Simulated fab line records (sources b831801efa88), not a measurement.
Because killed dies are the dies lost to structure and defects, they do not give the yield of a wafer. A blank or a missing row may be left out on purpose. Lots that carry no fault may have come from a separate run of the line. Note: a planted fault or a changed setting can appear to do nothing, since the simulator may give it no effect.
Chamber matching + flow sky130 + SKY_VIA2_CMP_02 on cmp-02: 4 sister chambers
The step polishes SiO2. 18 wafers are shown with their chamber, then 9 later ones without.

## EACH WAFER AND ITS CHAMBER
| wafer  | chamber | motor_current_A (A) | edge_zone_pressure_frac |
|--------|---------|---------------------|-------------------------|
| L430.1 | 0       | 10.8                | 0.996                   |
| L430.5 | 2       | 12.6                | 0.994                   |
| L430.6 | 3       | 12.7                | 0.994                   |
| L439.1 | 2       | 11.6                | 0.998                   |
| L439.4 | 0       | 10.8                | 0.997                   |
| L439.5 | 0       | 10.8                | 0.996                   |
| L441.3 | 1       | 11.2                | 1.004                   |
| L441.4 | 3       | 12.7                | 0.994                   |
| L441.6 | 1       | 11.1                | 0.997                   |
| L442.1 | 1       | 11.4                | 0.993                   |
| L442.3 | 2       | 11.3                | 1.005                   |
| L442.4 | 0       | 10.3                | 0.998                   |
| L447.1 | 3       | 12.4                | 1.001                   |
| L447.2 | 1       | 11.4                | 1.000                   |
| L447.4 | 0       | 10.6                | 1.001                   |
| L448.1 | 1       | 11.7                | 1.001                   |
| L448.3 | 3       | 12.8                | 1.000                   |
| L448.4 | 2       | 11.9                | 1.000                   |

SIGNATURES, as means of the wafers listed above
| reading                 | chamber 0 | chamber 1 | chamber 2 | chamber 3 | scatter within a chamber |
|-------------------------|-----------|-----------|-----------|-----------|--------------------------|
| motor_current_A         | 10.660    | 11.360    | 11.850    | 12.650    | 0.319                    |
| edge_zone_pressure_frac | 0.99760   | 0.99900   | 0.99925   | 0.99725   | 0.00371                  |
Rule: distance of a wafer from a chamber = root of the sum over the readings of ((wafer's reading minus chamber's mean) / reading's scatter) squared. If the next closest chamber is less than 2 further off than the closest, the wafer can't be placed; otherwise it belongs to the closest. The scatter: the root of (the sum of the squares of (reading less its chamber's mean) over the shown wafers, divided by (wafers less chambers)).

## WAFERS MISSING THEIR CHAMBER
| wafer  | motor_current_A (A) | edge_zone_pressure_frac |
|--------|---------------------|-------------------------|
| L449.2 | 13.0                | 1.004                   |
| L449.5 | 11.1                | 0.997                   |
| L449.6 | 11.2                | 0.997                   |
| L450.1 | 12.3                | 1.006                   |
| L450.3 | 10.6                | 1.007                   |
| L450.6 | 13.0                | 0.999                   |
| L453.3 | 11.7                | 1.001                   |
| L453.4 | 10.4                | 0.996                   |
| L453.6 | 12.0                | 0.997                   |

## THE CHAMBER EACH PASSED THROUGH
| wafer  | from the rows above          | in truth |
|--------|------------------------------|----------|
| L449.2 | can't be placed: 3 or 2      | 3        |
| L449.5 | can't be placed: 1 or 0 or 2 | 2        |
| L449.6 | can't be placed: 1 or 0 or 2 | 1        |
| L450.1 | can't be placed: 2 or 3 or 1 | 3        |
| L450.3 | can't be placed: 0 or 1 or 2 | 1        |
| L450.6 | 3                            | 3        |
| L453.3 | can't be placed: 2 or 1      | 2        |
| L453.4 | 0                            | 0        |
| L453.6 | can't be placed: 2 or 3 or 1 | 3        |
2 of 9 placed correctly. From these rows, 7 cannot be placed; in 7 the true chamber is one of the candidates. 0 placed wrongly.
